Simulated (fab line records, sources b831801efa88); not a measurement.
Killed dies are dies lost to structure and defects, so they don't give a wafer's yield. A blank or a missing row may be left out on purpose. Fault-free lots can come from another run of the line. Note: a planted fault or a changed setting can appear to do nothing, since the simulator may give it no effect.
fab line records	flow gf180mcu
record: lots: 15	wafers: 45	last-day: 34
route steps=602 shown V4@498 MIM@511 V5@553
lots that met no fault: taken from a fault-free run of the same line
start-h: hours from the record's first day to the start of the lot's first wafer shown	wait-h: how many hours have passed since the lot's step before this one	" identical to the entry in the row above	L1.1+2: a row that stands for several wafers	- either no value or no given start	* or withheld: withheld	< > ~ a bound
route shown NAME@n: names a module that has steps shown in the file, with the first one's number in the route	usual: mean/standard deviation of fault-free wafers	same: alike in all rows	chamber/n: place in a boat	sites: readings site by site	_std_site: standard deviation of those values	_edge_site: inner sites' mean taken away from outer sites' mean	radius-mm: for every site, how far away it sits from the centre of the wafer	mask NAME#n: copy n	behind: the most recent tool/chamber to have shaped the wafer	hold: why the lot was held/for how many hours/how that ended	device: whichever transistor did not switch (one of n, p or np)	end of line: tests run on the same wafers once the route is complete	step lacking rows: just its recipe	killed: dies lost to structure and defects at the first sort, not the wafer's yield	map: the dies of a wafer, with x for killed, . for not killed, _ for no die there
set.NAME: setting as actually run; set.NAME@STEP: the setting as run at that earlier step	model.NAME: the simulator's own value behind a step, which no gauge read
a sample of lots followed through the steps of the route, with each step as a table and each wafer as a row
services: from which hour (start-h, from the record's first day; less than 0 if before it) a tool's chamber was out of use, for how many hours, and why
== steps ==
step: GF_V4_SPUTTER_22
recipe: material: TiN	target-thk-nm: 10	chamber-pressure-pa: 5	power-w: 4000	time-s: 40
usual: throttle-valve-pct: 30.1/1.3
lot.wafer	tool	chamber	start-h	wait-h	throttle-valve-pct
L622.4	pvd-sputter-03	-	561.36	0.0	30.1
L622.5	"	-	"	"	30.0
L622.6	"	-	"	"	30.2
L623.2	pvd-sputter-02	-	571.54	0.0	30.0
L623.4	"	-	"	"	31.4
L623.6	"	-	"	"	28.4
L624.1	pvd-sputter-03	-	573.97	0.0	30.0
L624.2	"	-	"	"	31.0
L624.6	"	-	"	"	31.1
L625.2	pvd-sputter-02	-	578.52	0.0	30.2
L625.5	"	-	"	"	28.0
L625.6	"	-	"	"	30.3
L628.1	pvd-sputter-04	-	608.85	0.0	30.2
L628.5	"	-	"	"	27.4
L628.6	"	-	"	"	30.9
L629.1	pvd-sputter-02	-	618.83	0.0	28.1
L629.4	"	-	"	"	30.1
L629.5	"	-	"	"	31.1
L630.3	pvd-sputter-04	-	629.62	0.0	29.9
L630.5	"	-	"	"	27.1
L630.6	"	-	"	"	30.2
L632.2	pvd-sputter-03	-	647.80	0.0	30.0
L632.3	"	-	"	"	30.1
L632.6	"	-	"	"	31.2
L634.1	pvd-sputter-02	-	658.63	0.0	28.3
L634.2	"	-	"	"	29.9
L634.3	"	-	"	"	31.1
L639.1	pvd-sputter-03	-	693.14	0.0	30.3
L639.4	"	-	"	"	30.0
L639.6	"	-	"	"	30.0
L640.1	pvd-sputter-02	-	698.85	0.0	30.1
L640.2	"	-	"	"	31.2
L640.3	"	-	"	"	28.0
L641.2	pvd-sputter-02	-	703.41	0.0	31.0
L641.3	"	-	"	"	31.7
L641.6	"	-	"	"	31.5
L643.2	pvd-sputter-02	-	714.94	0.0	28.3
L643.5	"	-	"	"	31.7
L643.6	"	-	"	"	28.5
L644.1	pvd-sputter-02	-	720.53	0.0	28.1
L644.4	"	-	"	"	31.5
L644.6	"	-	"	"	28.2
L645.4	pvd-sputter-03	-	726.33	0.0	30.2
L645.5	"	-	"	"	30.1
L645.6	"	-	"	"	29.9
step: GF_MIM_SPUTTER_08
recipe: material: AlCu	target-thk-nm: 200	power-w: 10600	time-s: 10.6	chamber-pressure-pa: 0.4
usual: throttle-valve-pct: 30.4/0.93
lot.wafer	tool	chamber	start-h	wait-h	throttle-valve-pct
L622.4	pvd-sputter-01	-	562.35	0.0	31.1
L622.5	"	-	"	"	28.8
L622.6	"	-	"	"	30.5
L623.2	pvd-sputter-02	-	572.53	0.0	31.7
L623.4	"	-	"	"	31.3
L623.6	"	-	"	"	28.3
L624.1	pvd-sputter-03	-	575.01	0.0	30.2
L624.2	"	-	"	"	30.9
L624.6	"	-	"	"	30.2
L625.2	pvd-sputter-01	-	579.51	0.0	31.2
L625.5	"	-	"	"	30.4
L625.6	"	-	"	"	30.9
L628.1	pvd-sputter-03	-	609.84	0.0	30.9
L628.5	"	-	"	"	30.3
L628.6	"	-	"	"	30.1
L629.1	pvd-sputter-03	-	619.82	0.0	30.3
L629.4	"	-	"	"	30.0
L629.5	"	-	"	"	30.1
L630.3	pvd-sputter-02	-	630.61	0.0	30.1
L630.5	"	-	"	"	31.0
L630.6	"	-	"	"	28.3
L632.2	pvd-sputter-03	-	648.79	0.0	31.0
L632.3	"	-	"	"	30.1
L632.6	"	-	"	"	29.9
L634.1	pvd-sputter-03	-	659.62	0.0	30.4
L634.2	"	-	"	"	30.1
L634.3	"	-	"	"	31.0
L639.1	pvd-sputter-03	-	694.13	0.0	30.7
L639.4	"	-	"	"	30.1
L639.6	"	-	"	"	30.9
L640.1	pvd-sputter-02	-	699.92	0.0	30.9
L640.2	"	-	"	"	28.2
L640.3	"	-	"	"	31.6
L641.2	pvd-sputter-01	-	704.40	0.0	30.4
L641.3	"	-	"	"	31.2
L641.6	"	-	"	"	30.9
L643.2	pvd-sputter-02	-	715.93	0.0	28.1
L643.5	"	-	"	"	28.4
L643.6	"	-	"	"	31.0
L644.1	pvd-sputter-03	-	721.73	0.0	30.3
L644.4	"	-	"	"	31.1
L644.6	"	-	"	"	30.0
L645.4	pvd-sputter-03	-	727.32	0.0	30.1
L645.5	"	-	"	"	30.1
L645.6	"	-	"	"	30.3
step: GF_MIM_THK_MEAS_11
recipe: thk-meas-gauge: xrf	reads: AlCu_of_MIM_SPUTTER_08
usual: MIM_ALCU_THK: 200.6/1.9
lot.wafer	tool	chamber	start-h	wait-h	MIM_ALCU_THK[nm]
L622.4	film-metro-01	-	562.56	0.1	201.9
L622.5	"	-	"	"	202.1
L622.6	"	-	"	"	199.7
L623.2	film-metro-01	-	572.72	0.1	201.0
L623.4	"	-	"	"	198.4
L623.6	"	-	"	"	202.0
L624.1	film-metro-02	-	575.19	0.1	201.7
L624.2	"	-	"	"	201.6
L624.6	"	-	"	"	205.3
L625.2	film-metro-03	-	579.70	0.1	204.3
L625.5	"	-	"	"	201.4
L625.6	"	-	"	"	204.2
L628.1	film-metro-02	-	610.02	0.1	201.1
L628.5	"	-	"	"	200.8
L628.6	"	-	"	"	199.2
L629.1	film-metro-03	-	619.99	0.1	201.7
L629.4	"	-	"	"	203.5
L629.5	"	-	"	"	202.0
L630.3	film-metro-03	-	630.81	0.1	203.2
L630.5	"	-	"	"	200.8
L630.6	"	-	"	"	203.9
L632.2	film-metro-01	-	648.98	0.1	199.6
L632.3	"	-	"	"	200.5
L632.6	"	-	"	"	202.0
L634.1	film-metro-02	-	659.80	0.1	200.4
L634.2	"	-	"	"	201.6
L634.3	"	-	"	"	199.2
L639.1	film-metro-03	-	694.31	0.1	202.1
L639.4	"	-	"	"	199.6
L639.6	"	-	"	"	200.0
L640.1	film-metro-02	-	700.09	0.1	196.8
L640.2	"	-	"	"	199.9
L640.3	"	-	"	"	199.1
L641.2	film-metro-03	-	704.59	0.1	201.4
L641.3	"	-	"	"	203.2
L641.6	"	-	"	"	201.7
L643.2	film-metro-02	-	716.12	0.1	199.6
L643.5	"	-	"	"	200.2
L643.6	"	-	"	"	198.1
L644.1	film-metro-02	-	721.90	0.1	200.9
L644.4	"	-	"	"	201.8
L644.6	"	-	"	"	200.5
L645.4	film-metro-01	-	727.52	0.1	200.9
L645.5	"	-	"	"	200.4
L645.6	"	-	"	"	203.2
step: GF_V5_DEVELOP_13
recipe: develop-time-s: 60	resist: KrF	dev-temp-c: 21
usual: chill-plate-temp-C: 22.99/0.092	develop-time-s: 60/0	developer-temp-C: 21.01/0.11
lot.wafer	tool	chamber	start-h	wait-h	chill-plate-temp-C	develop-time-s	developer-temp-C
L622.4	litho-track-01	0	627.09	0.1	22.90	60	20.85
L622.5	"	0	"	"	22.95	60	20.87
L622.6	"	0	"	"	22.88	60	20.99
L623.2	litho-track-03	0	636.32	0.2	22.86	60	21.04
L623.4	"	0	"	"	22.95	60	21.02
L623.6	"	0	"	"	22.91	60	20.99
L624.1	litho-track-01	0	639.51	0.2	23.03	60	21.12
L624.2	"	0	"	"	23.07	60	20.94
L624.6	"	0	"	"	23.14	60	21.15
L625.2	litho-track-04	0	643.40	0.2	22.94	60	21.10
L625.5	"	0	"	"	22.96	60	21.16
L625.6	"	0	"	"	23.02	60	21.10
L628.1	litho-track-04	0	669.97	0.2	23.06	60	20.99
L628.5	"	0	"	"	23.16	60	21.17
L628.6	"	0	"	"	23.06	60	21.04
L629.1	litho-track-04	0	680.27	0.2	23.16	60	20.95
L629.4	"	0	"	"	23.22	60	20.98
L629.5	"	0	"	"	23.13	60	20.85
L630.3	litho-track-01	0	690.26	0.1	22.87	60	20.92
L630.5	"	0	"	"	22.97	60	20.97
L630.6	"	0	"	"	22.93	60	20.97
L632.2	litho-track-01	0	706.64	0.2	23.00	60	21.12
L632.3	"	0	"	"	23.12	60	20.96
L632.6	"	0	"	"	22.97	60	21.01
L634.1	litho-track-01	0	715.96	0.2	23.02	60	20.90
L634.2	"	0	"	"	22.96	60	21.00
L634.3	"	0	"	"	22.88	60	20.92
L639.1	litho-track-01	-	748.96	0.2	-	-	-
L639.4	"	-	"	"	-	-	-
L639.6	"	-	"	"	-	-	-
L640.1	litho-track-04	-	753.72	0.2	-	-	-
L640.2	"	-	"	"	-	-	-
L640.3	"	-	"	"	-	-	-
L641.2	litho-track-01	-	758.14	0.2	-	-	-
L641.3	"	-	"	"	-	-	-
L641.6	"	-	"	"	-	-	-
L643.2	litho-track-04	0	768.24	0.2	22.98	60	20.81
L643.5	"	0	"	"	23.10	60	21.15
L643.6	"	0	"	"	22.90	60	21.02
L644.1	litho-track-01	0	774.26	0.2	22.98	60	21.04
L644.4	"	0	"	"	23.04	60	21.04
L644.6	"	0	"	"	23.05	60	20.91
L645.4	litho-track-01	0	778.99	0.1	22.93	60	20.85
L645.5	"	0	"	"	23.07	60	20.87
L645.6	"	0	"	"	22.92	60	20.97
== services ==
tool	chamber	start-h	hours	kind
pvd-sputter-01	-	537.96	0.8	repair
pvd-sputter-02	-	581.17	1.5	repair
pvd-sputter-01	-	625.85	65.9	repair
pvd-sputter-03	-	638.32	5.5	repair
pvd-sputter-01	-	663.16	5.6	repair
pvd-sputter-04	-	690.89	2.5	repair
pvd-sputter-03	-	722.21	1.1	repair
pvd-sputter-02	-	755.80	1.1	repair
== key ==
first-sign: step: GF_V5_DEVELOP_13	reading: tool-record	direction: missing
effect none on later readings
met-at GF_V5_DEVELOP_13
struck-lots L639,L640,L641
later-rows-left-out L639.1,L639.4,L639.6,L640.1,L640.2,L640.3,L641.2,L641.3,L641.6
sort-left-out L639.1,L639.4,L639.6,L640.1,L640.2,L640.3,L641.2,L641.3,L641.6
not-acting-at GF_V4_SPUTTER_22,GF_MIM_SPUTTER_08,GF_MIM_THK_MEAS_11
onset-between 715.96 748.96
fault: kind: skipped-step-whole	tool: litho-track-01,litho-track-04	chamber: -	onset-h: 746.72	steps: GF_V5_DEVELOP_13	scope: struck-lots-only
sort-left-out: the simulated sort isn't trusted on such a fault, so these wafers' sort isn't shown, and their yield isn't known
later-rows-left-out: the simulator's readings of these wafers behind a module that went badly wrong aren't trusted and aren't shown, but for the sort
